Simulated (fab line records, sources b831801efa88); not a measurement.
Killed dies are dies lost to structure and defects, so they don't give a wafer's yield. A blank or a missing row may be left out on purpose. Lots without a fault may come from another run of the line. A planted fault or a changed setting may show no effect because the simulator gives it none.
Which tool did it? | flow gf180mcu | 12 lots, 36 wafers sampled, at 5 steps of a route of 602

WHAT THE GAUGES READ, wafer by wafer
GF_V2_RS_MEAS_24: measures by four-point-probe. Usual: V2_W_RS 0.327 ohm/sq, standard deviation 0.0051.
lot  | measured     | on            | V2_W_RS (ohm/sq)  | flag
L607 | day 20 13:46 | film_metro-04 | 0.323 0.328 0.323 |
L608 | day 20 20:02 | film_metro-02 | 0.324 0.321 0.328 |
L609 | day 21 09:17 | film_metro-04 | 0.335 0.324 0.324 |
L613 | day 22 15:23 | film_metro-02 | 0.327 0.327 0.318 |
L614 | day 23 04:02 | film_metro-02 | 0.326 0.332 0.333 |
L616 | day 24 00:52 | film_metro-03 | 0.319 0.325 0.321 |
L617 | day 24 07:44 | film_metro-04 | 0.320 0.318 0.325 |
L618 | day 24 15:19 | film_metro-04 | 0.330 0.338 0.326 |
L619 | day 24 19:04 | film_metro-04 | 0.319 0.323 0.321 |
L620 | day 25 09:27 | film_metro-03 | 0.333 0.333 0.323 |
L628 | day 27 13:02 | film_metro-04 | 0.335 0.336 0.331 |
L630 | day 28 00:47 | film_metro-03 | 0.330 0.330 0.325 |

GF_M3_OVL_MEAS_15. Usual: M3_OVL -1 nm, standard deviation 4.8.
lot  | measured     | on         | M3_OVL (nm) | flag
L607 | day 21 14:47 | overlay-02 | 0 -8 -1     |
L608 | day 21 20:47 | overlay-02 | 6 -4 -3     |
L609 | day 22 09:47 | overlay-01 | -12 -10 -7  |
L613 | day 23 14:14 | overlay-02 | -1 -8 1     |
L614 | day 24 03:38 | overlay-02 | -3 -4 -2    |
L616 | day 24 23:54 | overlay-01 | -5 -1 -7    |
L617 | day 25 06:38 | overlay-01 | -7 -7 4     |
L618 | day 25 13:29 | overlay-01 | -3 -1 2     |
L619 | day 25 17:26 | overlay-02 | 6 1 0       |
L620 | day 26 08:01 | overlay-01 | -6 -5 0     |
L628 | day 28 09:32 | overlay-02 | -1 4 -1     |
L630 | day 28 20:44 | overlay-01 | 7 -1 5      |

GF_V3_THK_MEAS_01. Usual: V3_CVD_00_THK 601 nm, standard deviation 5.7.
lot  | measured     | on            | V3_CVD_00_THK (nm) | flag
L607 | day 21 15:32 | film_metro-03 | 595 593 596        |
L608 | day 21 21:34 | film_metro-04 | 600 599 603        |
L609 | day 22 10:37 | film_metro-03 | 602 600 598        |
L613 | day 23 15:27 | film_metro-01 | 603 599 605        |
L614 | day 24 04:30 | film_metro-03 | 600 603 594        |
L616 | day 25 00:47 | film_metro-01 | 600 609 606        |
L617 | day 25 07:34 | film_metro-04 | 608 612 609        |
L618 | day 25 14:17 | film_metro-04 | 596 602 599        |
L619 | day 25 18:11 | film_metro-01 | 602 606 596        |
L620 | day 26 08:47 | film_metro-04 | 609 601 603        |
L628 | day 28 10:25 | film_metro-04 | 294 597 294        | OFF
L630 | day 28 21:30 | film_metro-04 | 598 302 605        | OFF

WHICH TOOL RAN EACH LOT (tool, then ch and the chambers of the sampled wafers, then the start)
lot  | GF_V2_CMP_26                  | GF_V3_CVD_00
L607 | cmp-01 ch 0,1,3, day 20 14:06 | hdpcvd-02 ch 0,1,2, day 21 15:28
L608 | cmp-01 ch 1,2, day 20 20:12   | hdpcvd-02 ch 0,1,2, day 21 21:29
L609 | cmp-01 ch 1,2, day 21 09:25   | hdpcvd-02 ch 0,2, day 22 10:32
L613 | cmp-01 ch 0,2,3, day 22 15:32 | hdpcvd-02 ch 0,1, day 23 15:22
L614 | cmp-02 ch 0,2,3, day 23 04:19 | hdpcvd-02 ch 0,1,2, day 24 04:25
L616 | cmp-02 ch 1,2,3, day 24 01:03 | hdpcvd-01 ch 0,1, day 25 00:42
L617 | cmp-01 ch 0,1,2, day 24 07:56 | hdpcvd-02 ch 0,1, day 25 07:29
L618 | cmp-02 ch 1,2,3, day 24 15:27 | hdpcvd-01 ch 0,2, day 25 14:10
L619 | cmp-01 ch 0,2,3, day 24 19:23 | hdpcvd-02 ch 0,2, day 25 18:07
L620 | cmp-02 ch 1,2,3, day 25 09:38 | hdpcvd-01 ch 0,1, day 26 08:42
L628 | cmp-01 ch 0,2,3, day 27 13:12 | hdpcvd-01 ch 0,2, day 28 10:20
L630 | cmp-02 ch 0,1, day 28 00:56   | hdpcvd-01 ch 0,1,2, day 28 21:25
- GF_V2_CMP_26: polishes, stops on SiO2, t overpolish 15 s, target thk 0 nm.
- GF_V3_CVD_00: deposits SiO2, target thk 600 nm, time 100 s.

WHAT THE TOOLS THEMSELVES READ (means of the sampled wafers that have a number; where no wafer has one, the mark that the record gives instead)
GF_V2_CMP_26. Usual: head_pressure_psi 3.501 psi, standard deviation 0.0074; motor_current_A 11.6 A, standard deviation 0.86; overpolish_run_s 15.000 s, standard deviation 0.0088; time_to_endpoint_s 85 s, standard deviation 4.6.
lot  | tool   | head_pressure_psi (psi) | motor_current_A (A) | overpolish_run_s (s) | time_to_endpoint_s (s) | flag
L607 | cmp-01 | 3.502                   | 12.0                | 15.008               | 87                     |
L608 | cmp-01 | 3.512                   | 11.5                | 15.003               | 88                     |
L609 | cmp-01 | 3.500                   | 11.4                | 14.988               | 85                     |
L613 | cmp-01 | 3.500                   | 12.3                | 15.000               | 89                     |
L614 | cmp-02 | 3.502                   | 10.8                | 14.999               | 82                     |
L616 | cmp-02 | 3.501                   | 11.6                | 15.002               | 83                     |
L617 | cmp-01 | 3.499                   | 11.5                | 14.993               | 87                     |
L618 | cmp-02 | 3.501                   | 11.6                | 14.996               | 80                     |
L619 | cmp-01 | 3.506                   | 12.0                | 15.002               | 83                     |
L620 | cmp-02 | 3.501                   | 11.8                | 14.988               | 83                     |
L628 | cmp-01 | 3.499                   | 12.3                | 14.999               | 89                     |
L630 | cmp-02 | 3.504                   | 11.0                | 14.999               | 80                     |

GF_V3_CVD_00. Usual: sih4_flow_sccm 59.99 sccm, standard deviation 0.17.
lot  | tool      | sih4_flow_sccm (sccm) | flag
L607 | hdpcvd-02 | 60.00                 |
L608 | hdpcvd-02 | 59.92                 |
L609 | hdpcvd-02 | 60.08                 |
L613 | hdpcvd-02 | 59.85                 |
L614 | hdpcvd-02 | 59.98                 |
L616 | hdpcvd-01 | 59.96                 |
L617 | hdpcvd-02 | 59.85                 |
L618 | hdpcvd-01 | 59.87                 |
L619 | hdpcvd-02 | 60.03                 |
L620 | hdpcvd-01 | 60.07                 |
L628 | hdpcvd-01 | 40.04                 | OFF
L630 | hdpcvd-01 | 49.93                 | OFF

THE ANSWER, worked out from the rows above alone
Rule: a lot is off if the mean of its wafers that have a number lies more than 3 standard deviations from the usual mean. A lot without any number at a reading at which 4 lots or more have one is off too. The other lots that the step has rows for count as sound. The gauges are gone through in route order, then the tools' own readings, and for those a lot's mean is taken as printed above. The first step at which some lot is off is used, and at that step the reading that is off furthest; a lot without a number counts as furthest.
Off: L628, L630, at GF_V3_THK_MEAS_01 (V3_CVD_00_THK).
A tool fits if, at a process step before that reading, it ran every lot that is off, and no sound lot after the first of them. The gauges at GF_V3_THK_MEAS_01 aren't tried: what is off there is off at GF_V3_CVD_00 too, on other tools, and a gauge's error can't cause that. One fits: hdpcvd-01 at GF_V3_CVD_00. Its last sound lot is L620 (day 26 08:42), its first lot that is off L628 (day 28 10:20): a fault that began between those two fits.
The tool's own readings at GF_V3_CVD_00 bear it out: on the lots that are off they differ by more than 5 times the standard deviation of the sound lots' means. sih4_flow_sccm reads 44.98 sccm there against 59.96 sccm on the sound lots.

WHAT THE SIMULATOR HAD PUT IN
Process parameter drift: hdpcvd-01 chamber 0, from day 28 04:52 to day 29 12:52, at GF_V3_CVD_00. Setting sih4_flow_sccm, moved by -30, from 60. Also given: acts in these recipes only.
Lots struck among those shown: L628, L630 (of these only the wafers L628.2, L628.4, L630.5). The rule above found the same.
